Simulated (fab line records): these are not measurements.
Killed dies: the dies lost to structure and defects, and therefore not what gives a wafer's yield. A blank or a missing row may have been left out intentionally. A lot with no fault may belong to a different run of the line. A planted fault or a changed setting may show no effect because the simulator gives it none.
Matching of chambers :: flow gf180mcu :: GF_MIM_CVD_05 on pecvd-04: 3 sister chambers
The step deposits Si3N4, target thk 42 nm, time 29.086 s. 24 wafers are shown with their chamber, then 12 later ones without.

## EACH WAFER AND ITS CHAMBER
wafer: L077.1
chamber: 0
heater-power-w (W): 533

wafer: L077.4
chamber: 1
heater-power-w (W): 616

wafer: L077.5
chamber: 0
heater-power-w (W): 564

wafer: L079.3
chamber: 2
heater-power-w (W): 570

wafer: L079.5
chamber: 0
heater-power-w (W): 497

wafer: L079.6
chamber: 2
heater-power-w (W): 557

wafer: L081.1
chamber: 2
heater-power-w (W): 581

wafer: L081.2
chamber: 0
heater-power-w (W): 481

wafer: L081.3
chamber: 1
heater-power-w (W): 557

wafer: L081.4
chamber: 0
heater-power-w (W): 463

wafer: L081.5
chamber: 2
heater-power-w (W): 569

wafer: L081.6
chamber: 1
heater-power-w (W): 554

wafer: L083.2
chamber: 1
heater-power-w (W): 625

wafer: L083.3
chamber: 0
heater-power-w (W): 458

wafer: L083.5
chamber: 1
heater-power-w (W): 632

wafer: L089.1
chamber: 1
heater-power-w (W): 535

wafer: L089.5
chamber: 0
heater-power-w (W): 482

wafer: L089.6
chamber: 1
heater-power-w (W): 544

wafer: L091.1
chamber: 1
heater-power-w (W): 522

wafer: L091.3
chamber: 2
heater-power-w (W): 573

wafer: L091.4
chamber: 2
heater-power-w (W): 563

wafer: L092.1
chamber: 0
heater-power-w (W): 533

wafer: L092.4
chamber: 2
heater-power-w (W): 570

wafer: L092.6
chamber: 1
heater-power-w (W): 637

SIGNATURES (means of the wafers above)
reading: heater-power-w
chamber 0: 501.38
chamber 1: 580.22
chamber 2: 569.00
scatter within a chamber: 36.2
Rule: for each reading, subtract the chamber's mean from the wafer's reading, divide by that reading's scatter and square the result; add these up over the readings and take the root, which gives the wafer's distance from the chamber. The wafer belongs to the nearest chamber; if the next one is less than 2 further off, it can't be placed. The scatter is the square root of a quotient: the sum, over the shown wafers, of each reading's squared deviation from its chamber's mean, divided by wafers minus chambers.

## WAFERS MISSING THEIR CHAMBER
wafer: L093.4
heater-power-w (W): 537

wafer: L093.5
heater-power-w (W): 547

wafer: L093.6
heater-power-w (W): 580

wafer: L095.1
heater-power-w (W): 641

wafer: L095.3
heater-power-w (W): 531

wafer: L095.6
heater-power-w (W): 634

wafer: L096.1
heater-power-w (W): 528

wafer: L096.2
heater-power-w (W): 595

wafer: L096.3
heater-power-w (W): 505

wafer: L096.4
heater-power-w (W): 539

wafer: L096.5
heater-power-w (W): 494

wafer: L096.6
heater-power-w (W): 594

## WHICH CHAMBER EACH WENT THROUGH
wafer: L093.4
from the rows above: can't be placed: 2 or 0 or 1
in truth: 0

wafer: L093.5
from the rows above: can't be placed: 2 or 1 or 0
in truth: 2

wafer: L093.6
from the rows above: can't be placed: 1 or 2
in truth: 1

wafer: L095.1
from the rows above: can't be placed: 1 or 2
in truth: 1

wafer: L095.3
from the rows above: can't be placed: 0 or 2 or 1
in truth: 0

wafer: L095.6
from the rows above: can't be placed: 1 or 2
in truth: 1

wafer: L096.1
from the rows above: can't be placed: 0 or 2 or 1
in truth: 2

wafer: L096.2
from the rows above: can't be placed: 1 or 2
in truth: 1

wafer: L096.3
from the rows above: can't be placed: 0 or 2 or 1
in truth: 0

wafer: L096.4
from the rows above: can't be placed: 2 or 0 or 1
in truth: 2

wafer: L096.5
from the rows above: can't be placed: 0 or 2
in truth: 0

wafer: L096.6
from the rows above: can't be placed: 1 or 2
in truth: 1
0 of 12 placed correctly. Unplaceable from these rows: 12, with the true chamber sitting among the candidates in 12. Placed wrongly: 0.
